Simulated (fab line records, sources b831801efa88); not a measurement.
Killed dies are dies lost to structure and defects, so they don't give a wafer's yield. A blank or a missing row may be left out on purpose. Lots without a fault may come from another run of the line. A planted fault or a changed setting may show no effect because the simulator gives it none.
A struck lot beside a sound one | flow sfq_line | 42 steps out of a route of 325
Sound: wafers L630.2, L630.4, L630.6. Struck: wafers L637.2, L637.4, L637.5. The cause comes at the end.
At each step with rows: each side's tool, then ch and its chambers, then its first start. Under that, the readings that differ: sound wafers | struck wafers | difference of the means | sigmas: that difference in standard deviations of wafers without a fault.
alike: readings whose means differ by less than 2 such deviations, and words and numbers that are the same on both sides. not compared: withheld readings, readings that some wafer has no value for, bounds like >300 that may hide the same value, and numbers for which the record gives no deviation and whose values overlap.
The two part at a step that has a row with sigmas, a row that says differs or no value, or rows on one side only. Numbers that don't overlap but have no deviation are shown without sigmas and don't part them. A reading that every wafer of one side lacks parts them only if that side has two wafers or more.

SFQ_M3_OVL_MEAS_921:
  sound on overlay-02, day 30 23:14; struck on overlay-02, day 35 02:47
  alike: M3_OVL
SFQ_TRILAYER_M3_BARC_OPEN_METAL_ETCH_100: etches BARC in O2, target depth 125 nm, time 41.7 s.
  sound on rie_metal-01 ch 0,1, day 30 23:16; struck on rie_metal-02 ch 0,1, day 35 02:49
  alike: drypump_motor_current_A, oes_product_au
  not compared: rf_hours_counter_h
then, 5 steps without rows for these wafers: SFQ_TRILAYER_M3_ETCH_METAL_ETCH_078 (etches Nb in Cl2/Ar, stops on SiO2, target depth 240 nm, time 120 s); SFQ_TRILAYER_M3_STRIP_STRIP_079 (strips in O2); SFQ_TRILAYER_M3_STRIP_SOLV_CLEAN_080 (cleans in NMP, time 600 s); SFQ_TRILAYER_I3_DEP_PECVD_081 (deposits SiO2 from SiH4/N2O, time 111.11 s, target thk 500 nm); SFQ_TRILAYER_I3_CMP_CMP_082 (polishes SiO2).
SFQ_I3_BOW_MEAS_922:
  sound on film_metro-01, day 31 05:07; struck on film_metro-02, day 35 18:14
  alike: I3_BOW
SFQ_TRILAYER_I3_METRO_MEASURE_083:
  sound on film_metro-01, day 31 05:25; struck on film_metro-02, day 35 18:32
  alike: thk_nm
then, 3 steps without rows for these wafers: SFQ_TRILAYER_I3_VIA_LITHO_COAT_090 (resist thk 62 nm); SFQ_TRILAYER_I3_VIA_LITHO_COAT_085 (resist thk 650 nm); SFQ_TRILAYER_I3_VIA_LITHO_SOFTBAKE_089.
-- the record jumps here: 6 days lie between the struck wafers' starts before and after --
SFQ_TRILAYER_I3_VIA_LITHO_EXPOSE_086: exposes mask I3, target cd 500 nm.
  sound on krf_scanner-02 ch 0, day 37 08:55; struck on krf_scanner-02 ch 0, day 41 13:31
  alike: mask
then, 2 steps without rows for these wafers: SFQ_TRILAYER_I3_VIA_LITHO_PEB_088 (peb time 60 s); SFQ_TRILAYER_I3_VIA_LITHO_DEVELOP_087 (time 60 s).
SFQ_I3_OVL_MEAS_923:
  sound on overlay-01, day 37 10:14; struck on overlay-01, day 41 14:49
  alike: I3_OVL
SFQ_TRILAYER_I3_VIA_BARC_OPEN_VIA_ETCH_121: etches BARC in O2, target depth 125 nm, time 41.7 s.
  sound on rie_diel-04 ch 0,2,3, day 37 10:16; struck on rie_diel-02 ch 0,3, day 41 14:51
  reading             | sound             | struck            | difference | sigmas
  model.I3.cd_nm (nm) | 502.1 500.5 501.5 | 525.8 569.2 547.6 | +46.2      |
  alike: drypump_motor_current_A, oes_product_au
  not compared: rf_hours_counter_h
SFQ_TRILAYER_I3_VIA_ETCH_VIA_ETCH_088: etches SiO2 in CHF3, stops on Nb, target depth 260 nm.
  sound on rie_diel-04 ch 0,2,3, day 37 10:18; struck on rie_diel-02 ch 0,3, day 41 14:53
  reading             | sound           | struck          | difference | sigmas
  model.I3.cd_nm (nm) | 502.1 501 502.2 | 523.6 567 546.6 | +44.0      |
  alike: drypump_motor_current_A, oes_product_au
SFQ_TRILAYER_I3_VIA_STRIP_STRIP_089: strips in O2.
  sound on rie_metal-02 ch 0,1, day 37 10:25; struck on rie_metal-04 ch 0,1, day 41 15:00
  alike: drypump_motor_current_A, oes_product_au
  not compared: rf_hours_counter_h
then, 3 steps without rows for these wafers: SFQ_TRILAYER_I3_VIA_STRIP_SOLV_CLEAN_090 (cleans in NMP, time 600 s); SFQ_TRILAYER_M4_DEP_PRE_CLEAN_092 (time 22.5 s); SFQ_TRILAYER_M4_DEP_SPUTTER_091 (material Nb, target thk 200 nm, time 133.3 s).
SFQ_M4_RS_MEAS_924: measures by four-point-probe.
  sound on film_metro-03, day 37 11:22; struck on film_metro-01, day 41 15:55
  alike: M4_NB_RS
then, 6 steps without rows for these wafers: SFQ_TRILAYER_M4_LITHO_COAT_098 (resist thk 62 nm); SFQ_TRILAYER_M4_LITHO_COAT_093 (resist thk 600 nm); SFQ_TRILAYER_M4_LITHO_SOFTBAKE_097; SFQ_TRILAYER_M4_LITHO_EXPOSE_094 (exposes mask M4, target cd 500 nm); SFQ_TRILAYER_M4_LITHO_PEB_096 (peb time 60 s); SFQ_TRILAYER_M4_LITHO_DEVELOP_095 (time 60 s).
-- the record jumps here: 6 days lie between the struck wafers' starts before and after --
SFQ_M4_OVL_MEAS_926:
  sound on overlay-02, day 43 05:43; struck on overlay-01, day 47 09:17
  alike: M4_OVL
then, 1 step without rows for these wafers: SFQ_TRILAYER_M4_BARC_OPEN_METAL_ETCH_123 (etches BARC in O2, target depth 125 nm, time 41.7 s).
SFQ_TRILAYER_M4_ETCH_METAL_ETCH_096: etches Nb in Cl2/Ar, stops on SiO2, target depth 240 nm, time 120 s.
  sound on rie_metal-03 ch 0,1, day 43 05:49; struck on rie_metal-01 ch 1, day 47 09:23
  alike: drypump_motor_current_A, oes_product_au
  not compared: rf_hours_counter_h
then, 2 steps without rows for these wafers: SFQ_TRILAYER_M4_STRIP_STRIP_097 (strips in O2); SFQ_TRILAYER_M4_STRIP_SOLV_CLEAN_098 (cleans in NMP, time 600 s).
SFQ_TRILAYER_I4_DEP_PECVD_099: deposits SiO2 from SiH4/N2O, time 111.11 s, target thk 500 nm.
  sound on pecvd-04 ch 0,1,2, day 43 06:43; struck on pecvd-04 ch 0,1, day 47 10:17
  alike: heater_power_w, throttle_valve_pct
then, 1 step without rows for these wafers: SFQ_TRILAYER_I4_CMP_CMP_100 (polishes SiO2).
SFQ_I4_BOW_MEAS_927:
  sound on film_metro-04, day 43 09:49; struck on film_metro-04, day 47 15:47
  alike: I4_BOW
then, 4 steps without rows for these wafers: SFQ_TRILAYER_I4_METRO_MEASURE_101; SFQ_TRILAYER_I4_VIA_LITHO_COAT_108 (resist thk 62 nm); SFQ_TRILAYER_I4_VIA_LITHO_COAT_103 (resist thk 650 nm); SFQ_TRILAYER_I4_VIA_LITHO_SOFTBAKE_107.
-- the record jumps here: 29 days lie between the struck wafers' starts before and after --
SFQ_M8_BOW_MEAS_951:
  sound on film_metro-04, day 72 11:53; struck on film_metro-03, day 77 02:04
  reading                 | sound             | struck            | difference | sigmas
  model.etest.i3.link_ohm | 1.969 1.961 1.962 | 1.948 1.928 1.945 | -0.024     |
  alike: M8_BOW

WHERE THEY PART
Nowhere in this record.

WHY: what the simulator had put in
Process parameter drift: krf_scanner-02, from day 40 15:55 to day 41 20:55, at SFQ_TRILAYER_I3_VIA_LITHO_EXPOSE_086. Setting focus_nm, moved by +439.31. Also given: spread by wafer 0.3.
